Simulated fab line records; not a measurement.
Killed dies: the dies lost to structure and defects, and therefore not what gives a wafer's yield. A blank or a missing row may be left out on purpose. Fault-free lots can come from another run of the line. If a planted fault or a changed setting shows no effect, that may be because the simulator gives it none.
fab line records -- flow sky130
[record] lots = 5, wafers = 15, lastDay = 49
route steps=708 shown LDD_N@250 LDD_P@255
lots with no fault: from the same line, run without faults
startH: the number of hours between the record's first day and the start of the first shown wafer of the lot -- waitH: hours from the lot's prior step to this one -- " same as the row above -- L1.1+2: a single row standing in for several wafers -- - value missing, or start not given -- * or withheld: withheld -- < > ~ a bound
route shown NAME@n: NAME is a module with steps in the file, n the number in the route of the first one -- usual: mean/standard deviation taken from wafers without a fault -- same: alike in all rows -- chamber/n: place in a boat -- sites: readings site by site -- _std_site: how widely they spread, as a standard deviation -- _edge_site: mean of outer sites minus mean of inner sites -- radiusMm: for every site, how far away it sits from the centre of the wafer -- mask NAME#n: copy n -- behind: the last tool/chamber to shape the wafer -- hold: what put the lot on hold/how long, in hours/how the hold closed -- device: the transistor (n, p or np) that didn't switch -- end of line: the same wafers' tests at the end of the route -- where a step has no rows: the recipe by itself -- killed: dies that structure and defects cost at the first sort, which is not the same as the wafer's yield -- map: a wafer's dies, marking killed ones x, the rest . and places with no die _
set.NAME: the setting as run; set.NAME@STEP: as run at that earlier step -- model.NAME: the simulator's own value behind a step, which no gauge read
certain route steps with their lots: each step a table, each wafer a row
services: when a tool's chamber went out of use (startH, in hours from the record's first day, below 0 if earlier), for how many hours, and the reason
[[steps]]
[step SKY_LDD_N_IMPLANT_13]
[recipe] species = BF2, energyKev = 50, doseCm2 = 5e+12, tiltDeg = 30, rotationDeg = 90
lot.wafer,tool,chamber,startH,waitH
L075.2+3+4,implanter-04,0,410.52,0.1
L079.1+2+4,implanter-04,0,469.25,0.1
L084.3+4+5,implanter-01,0,510.39,0.1
L089.1+2+5,implanter-03,0,536.74,0.1
L093.2+5+6,implanter-01,0,572.46,0.1
[step SKY_LDD_N_IMPLANT_14]
[recipe] species = BF2, energyKev = 50, doseCm2 = 5e+12, tiltDeg = 30, rotationDeg = 180
lot.wafer,tool,chamber,startH,waitH
L075.2+3+4,implanter-04,0,410.67,0.1
L079.1+2+4,implanter-04,0,469.40,0.1
L084.3+4+5,implanter-01,0,510.54,0.1
L089.1+2+5,implanter-03,0,536.89,0.1
L093.2+5+6,implanter-01,0,572.61,0.1
[step SKY_LDD_N_IMPLANT_15]
[recipe] species = BF2, energyKev = 50, doseCm2 = 5e+12, tiltDeg = 30, rotationDeg = 270
lot.wafer,tool,chamber,startH,waitH
L075.2+3+4,implanter-04,0,410.82,0.1
L079.1+2+4,implanter-04,0,469.55,0.1
L084.3+4+5,implanter-01,0,510.69,0.1
L089.1+2+5,implanter-03,0,537.04,0.1
L093.2+5+6,implanter-01,0,572.76,0.1
[step SKY_LDD_N_STRIP_16]
[recipe] chemistry = O2/N2, powerW = 1400, pressureMtorr = 1500, platenTempC = withheld, o2FlowSccm = 3000, n2FlowSccm = 300, overashFraction = 0.5
[usual] drypumpMotorCurrentA = 5.9/0.37, oesProductAu = 0.407/0.0048, stripTimeToEndpointS = 4.319/0.014
lot.wafer,tool,chamber,startH,waitH,drypumpMotorCurrentA,oesProductAu,rfHoursCounterH,stripTimeToEndpointS
L075.2,plasmaAsher-02,0,410.95,0.1,6.5,0.413,29,4.315
L075.3,plasmaAsher-02,0,410.95,0.1,6.5,0.406,-,4.323
L075.4,plasmaAsher-02,1,410.95,0.1,5.8,0.408,-,4.319
L079.1,plasmaAsher-02,0,469.70,0.1,6.5,0.410,36,4.331
L079.2,plasmaAsher-02,1,469.70,0.1,5.8,0.402,36,4.300
L079.4,plasmaAsher-02,0,469.70,0.1,6.5,0.402,-,4.317
L084.3,plasmaAsher-01,1,510.82,0.1,5.3,0.404,-,4.324
L084.4,plasmaAsher-01,0,510.82,0.1,6.1,0.403,-,4.314
L084.5,plasmaAsher-01,0,510.82,0.1,6.1,0.412,-,4.325
L089.1,plasmaAsher-03,0,537.19,0.1,5.9,0.403,72,4.333
L089.2,plasmaAsher-03,1,537.19,0.1,5.7,0.404,72,4.306
L089.5,plasmaAsher-03,1,537.19,0.1,5.6,0.403,-,4.326
L093.2,plasmaAsher-02,0,572.89,0.1,6.5,0.412,46,4.308
L093.5,plasmaAsher-02,1,572.89,0.1,5.8,0.403,-,4.324
L093.6,plasmaAsher-02,0,572.89,0.1,6.5,0.400,-,4.321
[step SKY_LDD_N_TW_MEAS_17]
[usual] LDD_N_TW = 2595/18
lot.wafer,tool,chamber,startH,waitH,LDD_N_TW
L075.2,filmMetro-03,-,411.06,0.1,2598
L075.3,filmMetro-03,-,411.06,0.1,2580
L075.4,filmMetro-03,-,411.06,0.1,2588
L079.1,filmMetro-04,-,469.80,0.1,2628
L079.2,filmMetro-04,-,469.80,0.1,2610
L079.4,filmMetro-04,-,469.80,0.1,2615
L084.3,filmMetro-03,-,510.91,0.1,2562
L084.4,filmMetro-03,-,510.91,0.1,2579
L084.5,filmMetro-03,-,510.91,0.1,2571
L089.1,filmMetro-03,-,537.29,0.1,2573
L089.2,filmMetro-03,-,537.29,0.1,2582
L089.5,filmMetro-03,-,537.29,0.1,2583
L093.2,filmMetro-02,-,573.00,0.1,2602
L093.5,filmMetro-02,-,573.00,0.1,2594
L093.6,filmMetro-02,-,573.00,0.1,2589
[step SKY_LDD_P_DEHYDRATE_00]
[recipe] tempC = 200, timeS = 60
lot.wafer,tool,chamber,startH,waitH
L075.2+3+4,lithoTrack-02,0,425.34,14.3
L079.1+2+4,lithoTrack-02,0,483.47,13.7
L084.3+4+5,lithoTrack-02,0,525.67,14.7
L089.1+2+5,lithoTrack-04,0,552.05,14.8
L093.2+5+6,lithoTrack-04,0,587.23,14.2
[step SKY_LDD_P_HMDS_01]
[recipe] primeTimeS = 60, primeTempC = 120
lot.wafer,tool,chamber,startH,waitH
L075.2+3+4,lithoTrack-02,0,425.49,0.1
L079.1+2+4,lithoTrack-02,0,483.62,0.1
L084.3+4+5,lithoTrack-02,0,525.82,0.1
L089.1+2+5,lithoTrack-04,0,552.20,0.1
L093.2+5+6,lithoTrack-04,0,587.38,0.1
[step SKY_LDD_P_COAT_02]
[recipe] resist = NOVOLAK, spinRpm = 3000, resistThkNm = 1140
[usual] spinSpeedRpm = 3000.4/2.2
lot.wafer,tool,chamber,startH,waitH,spinSpeedRpm
L075.2,lithoTrack-02,0,425.64,0.1,3000.2
L075.3,lithoTrack-02,0,425.64,0.1,3000.0
L075.4,lithoTrack-02,0,425.64,0.1,3000.4
L079.1,lithoTrack-02,0,483.77,0.1,3001.2
L079.2,lithoTrack-02,0,483.77,0.1,3002.1
L079.4,lithoTrack-02,0,483.77,0.1,3001.1
L084.3,lithoTrack-02,0,525.97,0.1,3001.6
L084.4,lithoTrack-02,0,525.97,0.1,3002.2
L084.5,lithoTrack-02,0,525.97,0.1,3000.6
L089.1,lithoTrack-04,0,552.35,0.1,3002.8
L089.2,lithoTrack-04,0,552.35,0.1,2999.6
L089.5,lithoTrack-04,0,552.35,0.1,2996.9
L093.2,lithoTrack-04,0,587.53,0.1,3001.1
L093.5,lithoTrack-04,0,587.53,0.1,2999.5
L093.6,lithoTrack-04,0,587.53,0.1,3000.4
[step SKY_LDD_P_SOFTBAKE_03]
[recipe] tempC = 90, timeS = 60, resist = NOVOLAK
lot.wafer,tool,chamber,startH,waitH
L075.2+3+4,lithoTrack-02,0,425.79,0.1
L079.1+2+4,lithoTrack-02,0,483.92,0.1
L084.3+4+5,lithoTrack-02,0,526.12,0.1
L089.1+2+5,lithoTrack-04,0,552.50,0.1
L093.2+5+6,lithoTrack-04,0,587.68,0.1
[step SKY_LDD_P_EXPOSE_04]
[recipe] maskId = PSDM, na = 0.6, sourceShape = conventional, sigmaOuter = 0.6, polarization = unpolarized, targetCdNm = 380, doseMj = 138
lot.wafer,tool,chamber,startH,waitH,mask
L075.2+3+4,ilineStepper-02,0,-,-,PSDM#0
L079.1+2+4,ilineStepper-01,0,-,-,PSDM#0
L084.3+4+5,ilineStepper-02,0,-,-,PSDM#0
L089.1+2+5,ilineStepper-01,0,-,-,PSDM#0
L093.2+5+6,ilineStepper-02,0,-,-,PSDM#0
[step SKY_LDD_P_PEB_05]
[recipe] tempC = withheld, timeS = *, resist = NOVOLAK
lot.wafer,tool,chamber,startH,waitH
L075.2+3+4,lithoTrack-04,0,-,-
L079.1+2+4,lithoTrack-01,0,-,-
L084.3+4+5,lithoTrack-04,0,-,-
L089.1+2+5,lithoTrack-04,0,-,-
L093.2+5+6,lithoTrack-01,0,-,-
[step SKY_LDD_P_DEVELOP_06]
[recipe] resist = NOVOLAK, developer = TMAH, developTimeS = 60, devTempC = 23
lot.wafer,tool,chamber,startH,waitH
L075.2+3+4,lithoTrack-04,0,439.88,0.1
L079.1+2+4,lithoTrack-01,0,499.76,0.1
L084.3+4+5,lithoTrack-04,0,540.35,0.1
L089.1+2+5,lithoTrack-04,0,566.90,0.1
L093.2+5+6,lithoTrack-01,0,602.59,0.1
[step SKY_LDD_P_CD_MEAS_07]
[recipe] targetCdNm = 380
[usual] cdNm = 379.9/2.1
lot.wafer,tool,chamber,startH,waitH,cdNm
L075.2,cdSem-02,-,440.02,0.1,379.5
L075.3,cdSem-02,-,440.02,0.1,378.7
L075.4,cdSem-02,-,440.02,0.1,378.5
L079.1,cdSem-02,-,499.91,0.1,378.4
L079.2,cdSem-02,-,499.91,0.1,378.6
L079.4,cdSem-02,-,499.91,0.1,379.9
L084.3,cdSem-02,-,540.49,0.1,381.0
L084.4,cdSem-02,-,540.49,0.1,382.3
L084.5,cdSem-02,-,540.49,0.1,381.7
L089.1,cdSem-02,-,567.05,0.1,380.1
L089.2,cdSem-02,-,567.05,0.1,380.8
L089.5,cdSem-02,-,567.05,0.1,379.2
L093.2,cdSem-01,-,602.73,0.1,379.9
L093.5,cdSem-01,-,602.73,0.1,378.2
L093.6,cdSem-01,-,602.73,0.1,378.0
[step SKY_LDD_P_OVL_MEAS_08]
[usual] LDD_P_OVL = 0.0/1.5
lot.wafer,tool,chamber,startH,waitH,LDD_P_OVL[nm]
L075.2,overlay-02,-,440.13,0.1,3.0
L075.3,overlay-02,-,440.13,0.1,2.7
L075.4,overlay-02,-,440.13,0.1,1.6
L079.1,overlay-02,-,500.03,0.1,-0.6
L079.2,overlay-02,-,500.03,0.1,1.1
L079.4,overlay-02,-,500.03,0.1,-0.8
L084.3,overlay-01,-,540.58,0.1,1.2
L084.4,overlay-01,-,540.58,0.1,-0.2
L084.5,overlay-01,-,540.58,0.1,1.3
L089.1,overlay-02,-,567.17,0.1,2.5
L089.2,overlay-02,-,567.17,0.1,1.2
L089.5,overlay-02,-,567.17,0.1,0.7
L093.2,overlay-01,-,602.84,0.1,2.3
L093.5,overlay-01,-,602.84,0.1,0.1
L093.6,overlay-01,-,602.84,0.1,1.7
[step SKY_LDD_P_IMPLANT_09]
[recipe] species = BF2, energyKev = 25, doseCm2 = 1e+13, tiltDeg = withheld
lot.wafer,tool,chamber,startH,waitH
L075.2+3+4,implanter-03,0,440.18,0.0
L079.1+2+4,implanter-03,0,500.07,0.0
L084.3+4+5,implanter-02,0,540.66,0.1
L089.1+2+5,implanter-03,0,567.21,0.0
L093.2+5+6,implanter-03,0,602.89,0.0
[step SKY_LDD_P_STRIP_10]
[recipe] chemistry = O2/N2, powerW = 1400, pressureMtorr = 1500, platenTempC = withheld, o2FlowSccm = 3000, n2FlowSccm = 300, overashFraction = 0.5
[usual] drypumpMotorCurrentA = 5.8/0.44, oesProductAu = 0.716/0.005, stripTimeToEndpointS = 14.20/0.04
lot.wafer,tool,chamber,startH,waitH,drypumpMotorCurrentA,oesProductAu,rfHoursCounterH,stripTimeToEndpointS
L075.2,plasmaAsher-02,1,440.31,0.1,5.8,0.721,33,14.23
L075.3,plasmaAsher-02,1,440.31,0.1,5.8,0.712,-,14.25
L075.4,plasmaAsher-02,0,440.31,0.1,6.5,0.709,-,14.25
L079.1,plasmaAsher-01,1,500.22,0.1,5.3,0.717,7,14.14
L079.2,plasmaAsher-01,0,500.22,0.1,6.1,0.725,7,14.16
L079.4,plasmaAsher-01,1,500.22,0.1,5.3,0.720,-,14.16
L084.3,plasmaAsher-04,1,540.79,0.1,5.2,0.721,-,14.24
L084.4,plasmaAsher-04,0,540.79,0.1,6.0,0.716,-,14.21
L084.5,plasmaAsher-04,0,540.79,0.1,6.0,0.717,-,14.21
L089.1,plasmaAsher-01,1,567.36,0.1,5.3,0.718,14,14.24
L089.2,plasmaAsher-01,0,567.36,0.1,6.1,0.716,14,14.21
L089.5,plasmaAsher-01,1,567.36,0.1,5.3,0.716,-,14.25
L093.2,plasmaAsher-01,0,603.02,0.1,6.1,0.719,18,14.21
L093.5,plasmaAsher-01,1,603.02,0.1,5.3,0.717,-,14.19
L093.6,plasmaAsher-01,0,603.02,0.1,6.1,0.717,-,14.13
[step SKY_LDD_P_TW_MEAS_11]
[usual] LDD_P_TW = 637/6.4
lot.wafer,tool,chamber,startH,waitH,LDD_P_TW
L075.2,filmMetro-04,-,440.42,0.1,641
L075.3,filmMetro-04,-,440.42,0.1,643
L075.4,filmMetro-04,-,440.42,0.1,640
L079.1,filmMetro-02,-,500.32,0.1,640
L079.2,filmMetro-02,-,500.32,0.1,638
L079.4,filmMetro-02,-,500.32,0.1,643
L084.3,filmMetro-04,-,540.88,0.1,642
L084.4,filmMetro-04,-,540.88,0.1,641
L084.5,filmMetro-04,-,540.88,0.1,644
L089.1,filmMetro-04,-,567.46,0.1,644
L089.2,filmMetro-04,-,567.46,0.1,641
L089.5,filmMetro-04,-,567.46,0.1,640
L093.2,filmMetro-01,-,603.13,0.1,625
L093.5,filmMetro-01,-,603.13,0.1,630
L093.6,filmMetro-01,-,603.13,0.1,629
[[services]]
tool,chamber,startH,hours,kind
ilineStepper-01,-,387.34,1.7,pm
plasmaAsher-04,-,389.71,2.9,repair
plasmaAsher-01,-,421.25,9.0,pm
plasmaAsher-01,0,421.25,9.0,ventCycle
plasmaAsher-01,1,421.25,9.0,ventCycle
plasmaAsher-01,0,430.25,-,clean
plasmaAsher-01,1,430.25,-,clean
ilineStepper-02,-,464.95,1.7,pm
implanter-03,-,476.92,3.6,pm
implanter-04,-,484.45,6.1,pm
implanter-03,-,493.76,2.8,repair
implanter-04,-,506.65,3.6,pm
implanter-03,-,516.16,3.9,pm
plasmaAsher-02,-,525.00,2.8,repair
ilineStepper-01,-,525.56,21.2,repair
plasmaAsher-04,-,555.25,11.5,repair
plasmaAsher-04,-,571.59,4.0,repair
implanter-01,-,574.19,2.0,repair
implanter-04,-,582.60,6.3,repair
implanter-03,-,587.68,5.0,repair
ilineStepper-01,-,594.51,2.1,pm
ilineStepper-01,-,596.60,-,consumableReplace:lamp
implanter-02,-,602.36,43.9,repair
[[key]]
fault none
